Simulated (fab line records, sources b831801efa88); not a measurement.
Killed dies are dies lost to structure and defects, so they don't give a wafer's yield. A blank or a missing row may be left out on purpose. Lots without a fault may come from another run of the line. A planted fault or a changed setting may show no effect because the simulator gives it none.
Problem report in the 8D (eight disciplines) form, filled by code | flow sky130 | the parts of the form that need people (team, actions taken, sign-off) are left out

1. THE PROBLEM
VIA4_HDPCVD_THK at SKY_VIA4_THK_MEAS_01 reads a mean of 1644 nm on 5 wafers of 3 lots; wafers without a fault read 1757 nm with a standard deviation of 15. That is -7.5 standard deviations from the usual mean.
First seen on wafer L998.5, day 46 19:55, on film_metro-03. The record holds 33 wafers of 11 lots with a number at this step. Rule for "out", or "out of limits": more than 4 standard deviations from the usual mean. The other wafers with a number count as sound.

2. WHAT IT IS AND WHAT IT IS NOT
question                    | is                                     | is not
which readings at this step | VIA4_HDPCVD_THK                        | -
which lots                  | L100, L998, L999                       | L980, L984, L985, L987, L988, L989, L990, L991
which wafers of those lots  | L100.4, L100.5, L998.5, L999.1, L999.5 | L100.3, L998.2, L998.6, L999.6
read on which gauges        | film_metro-01, film_metro-03           | film_metro-02
when                        | from day 46 19:55                      | up to then (26 sound wafers); but 2 sound wafers of L100, L999 came after

3. SUSPECTS, AND WHAT RULES EACH OUT
Counting: a tool at a process step up to the reading stays a suspect if it ran every lot that is out. Sound lots after the first of them don't rule it out here, since some wafers of a struck lot are sound.
- the gauge at SKY_VIA4_THK_MEAS_01: ruled out. The wafers that are out were read on 2 gauges (film_metro-01, film_metro-03).
- hdpcvd-01 at SKY_VIA4_HDPCVD_00 (deposits SiO2, target thk 1750 nm, time 291.7 s): kept. It ran every lot that is out, first L998 (day 46 19:43); its last sound lot up to then is L991 (day 45 12:28). Its own readings are out on those wafers: run_length_s.
Left after counting: hdpcvd-01 at SKY_VIA4_HDPCVD_00.

4. THE CAUSE (what the simulator had put in)
Process parameter drift: hdpcvd-01, from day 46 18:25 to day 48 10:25, at SKY_VIA4_HDPCVD_00. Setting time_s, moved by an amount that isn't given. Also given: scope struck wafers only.
Counting left only this tool.

5. THE CHAIN OF EFFECTS, in route order
Each row: a reading whose mean over the struck wafers that have a number lies more than 3 standard deviations from the usual. Only readings for which the record gives a usual standard deviation are gone through. hours: the time from each lot's start at the first step in this table that gives one to its start at this step, as a median over the lots. sigmas: the change in usual standard deviations.
hours | step                 | reading         | usual   | on struck wafers | change | sigmas
0     | SKY_VIA4_HDPCVD_00   | run_length_s    | 319.7 s | 301.1            | -18.6  | -25
0     | SKY_VIA4_THK_MEAS_01 | VIA4_HDPCVD_THK | 1757 nm | 1644             | -113   | -7.5
The process steps in it:
- SKY_VIA4_HDPCVD_00: deposits SiO2, target thk 1750 nm, time 291.7 s.

6. WHAT WOULD HAVE CAUGHT IT SOONER
In this record the first reading out of limits at a measuring or inspecting step was taken at day 46 19:55, 1 hour after the fault began at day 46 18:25.
The tool's own readings at SKY_VIA4_HDPCVD_00 were out on every struck wafer that the step has a row for (run_length_s): an alarm limit on them would have fired on the first of those.
Of the lots that are out (3), L999, L100 began SKY_VIA4_HDPCVD_00 on hdpcvd-01 after day 46 19:55. A hold on the tool at that time would have spared those 2.
